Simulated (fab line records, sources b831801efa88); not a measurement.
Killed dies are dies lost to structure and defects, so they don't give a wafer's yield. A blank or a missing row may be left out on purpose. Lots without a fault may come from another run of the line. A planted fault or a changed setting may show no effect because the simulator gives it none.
Which tool did it? | flow gf180mcu | 12 lots, 36 wafers sampled, at 1 step of a route of 602

WHAT THE GAUGES READ, wafer by wafer
GF_V1_CD_MEAS_14: target cd 260 nm.
lot  | measured     | on        | cd_nm (nm)
L075 | day 18 18:49 | cd_sem-01 | 257.3 259.3 258.0
L077 | day 19 05:31 | cd_sem-01 | 259.9 258.7 259.2
L079 | day 20 01:10 | cd_sem-02 | 259.6 257.2 258.7
L081 | day 21 00:35 | cd_sem-01 | 260.6 260.3 259.7
L083 | day 21 08:55 | cd_sem-01 | 259.3 260.4 261.1
L085 | day 22 06:10 | cd_sem-02 | 261.2 260.2 260.4
L087 | day 23 01:07 | cd_sem-01 | 262.3 261.2 261.9
L089 | day 24 05:16 | cd_sem-02 | 260.5 259.4 258.4
L091 | day 24 08:33 | cd_sem-02 | 258.1 259.0 257.8
L094 | day 25 07:16 | cd_sem-01 | 258.9 258.5 258.6
L095 | day 25 12:07 | cd_sem-01 | 261.9 261.7 259.7
L097 | day 26 05:22 | cd_sem-02 | 259.1 259.5 259.5

WHICH TOOL RAN EACH LOT (tool, then ch and the chambers of the sampled wafers, then the start)
The record holds no process step before these readings.

THE ANSWER, worked out from the rows above alone
Rule: what is usual is taken from the lots themselves. Put in order of their means at a reading, lots are off if they are a third of the lots or fewer, leave a main group of 4 or more, and stand apart from it by a gap of 3 or more times the standard deviation of the main group's means; of several such gaps the widest counts. A main group whose means are all the same, to the digits that the tables above print for the reading, isn't used. A lot without any number at a reading at which 4 lots or more have one is off too. The other lots that the step has rows for count as sound.
No lot is off at any reading shown: from this, nothing can be told.

WHAT THE SIMULATOR HAD PUT IN
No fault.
